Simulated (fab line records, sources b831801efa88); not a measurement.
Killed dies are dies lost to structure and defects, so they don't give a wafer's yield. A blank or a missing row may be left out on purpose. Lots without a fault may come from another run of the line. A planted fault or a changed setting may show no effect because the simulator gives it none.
Which tool did it? | flow sfq_line | 15 lots, 45 wafers sampled, at 2 steps of a route of 325

WHAT THE GAUGES READ, wafer by wafer
SFQ_I6_BOW_MEAS_941.
lot  | measured     | on            | I6_BOW (um)
L250 | day 72 01:16 | film_metro-02 | 31 23 31
L251 | day 72 10:52 | film_metro-01 | -24 -17 -1
L252 | day 72 14:25 | film_metro-04 | 16 15 11
L254 | day 72 18:30 | film_metro-01 | 8 2 7
L255 | day 77 07:30 | film_metro-01 | 10 6 9
L256 | day 77 10:31 | film_metro-04 | 8 19 -3
L259 | day 78 13:41 | film_metro-02 | 5 7 -2
L260 | day 78 18:34 | film_metro-02 | 0 3 -2
L261 | day 78 21:34 | film_metro-02 | -12 -7 -9
L262 | day 78 22:41 | film_metro-04 | 19 27 28
L266 | day 80 06:35 | film_metro-02 | 7 10 22
L268 | day 80 14:49 | film_metro-04 | -6 -8 -5
L270 | day 80 20:51 | film_metro-04 | 6 3 4
L271 | day 80 21:34 | film_metro-01 | 15 3 9
L272 | day 81 00:35 | film_metro-02 | -8 -11 -11

WHICH TOOL RAN EACH LOT (tool, then ch and the chambers of the sampled wafers, then the start)
lot  | SFQ_TRILAYER_C5_STRIP_STRIP_155
L250 | rie_metal-03 ch 0,1, day 71 17:49
L251 | rie_metal-02 ch 0,1, day 72 03:28
L252 | rie_metal-02 ch 0,1, day 72 07:01
L254 | rie_metal-02 ch 0,1, day 72 10:37
L255 | rie_metal-03 ch 0,1, day 72 20:13
L256 | rie_metal-02 ch 0,1, day 72 22:30
L259 | rie_metal-03 ch 0,1, day 74 02:06
L260 | rie_metal-03 ch 0,1, day 74 05:42
L261 | rie_metal-04 ch 0,1, day 74 06:54
L262 | rie_metal-03 ch 0, day 74 09:25
L266 | rie_metal-03 ch 0,1, day 79 13:20
L268 | rie_metal-04 ch 0,1, day 80 01:45
L270 | rie_metal-04 ch 0,1, day 80 04:09
L271 | rie_metal-02 ch 0,1, day 80 05:21
L272 | rie_metal-04 ch 0,1, day 80 11:27
- SFQ_TRILAYER_C5_STRIP_STRIP_155: strips in O2.

WHAT THE TOOLS THEMSELVES READ (means of the sampled wafers that have a number; where no wafer has one, the mark that the record gives instead)
SFQ_TRILAYER_C5_STRIP_STRIP_155.
lot  | tool         | drypump_motor_current_A (A) | oes_product_au (a.u.)
L250 | rie_metal-03 | 5.8                         | 0.994
L251 | rie_metal-02 | 5.4                         | 0.997
L252 | rie_metal-02 | 5.4                         | 0.999
L254 | rie_metal-02 | 5.4                         | 0.995
L255 | rie_metal-03 | 5.8                         | 0.984
L256 | rie_metal-02 | 5.1                         | 1.000
L259 | rie_metal-03 | 5.4                         | 0.996
L260 | rie_metal-03 | 5.4                         | 0.988
L261 | rie_metal-04 | 5.1                         | 1.004
L262 | rie_metal-03 | 5.0                         | 0.994
L266 | rie_metal-03 | 5.8                         | 0.996
L268 | rie_metal-04 | 5.3                         | 1.001
L270 | rie_metal-04 | 5.2                         | 1.003
L271 | rie_metal-02 | 5.1                         | 1.000
L272 | rie_metal-04 | 5.1                         | 1.002

THE ANSWER, worked out from the rows above alone
Rule: what is usual is taken from the lots themselves. Put in order of their means at a reading, lots are off if they are a third of the lots or fewer, leave a main group of 4 or more, and stand apart from it by a gap of 3 or more times the standard deviation of the main group's means; of several such gaps the widest counts. A main group whose means are all the same, to the digits that the tables above print for the reading, isn't used. A lot without any number at a reading at which 4 lots or more have one is off too. The other lots that the step has rows for count as sound. The gauges are gone through in route order, then the tools' own readings, and for those a lot's mean is taken as printed above. The first step at which some lot is off is used, and at that step the reading that is off furthest; a lot without a number counts as furthest.
No lot is off at any reading shown: from this, nothing can be told.

WHAT THE SIMULATOR HAD PUT IN
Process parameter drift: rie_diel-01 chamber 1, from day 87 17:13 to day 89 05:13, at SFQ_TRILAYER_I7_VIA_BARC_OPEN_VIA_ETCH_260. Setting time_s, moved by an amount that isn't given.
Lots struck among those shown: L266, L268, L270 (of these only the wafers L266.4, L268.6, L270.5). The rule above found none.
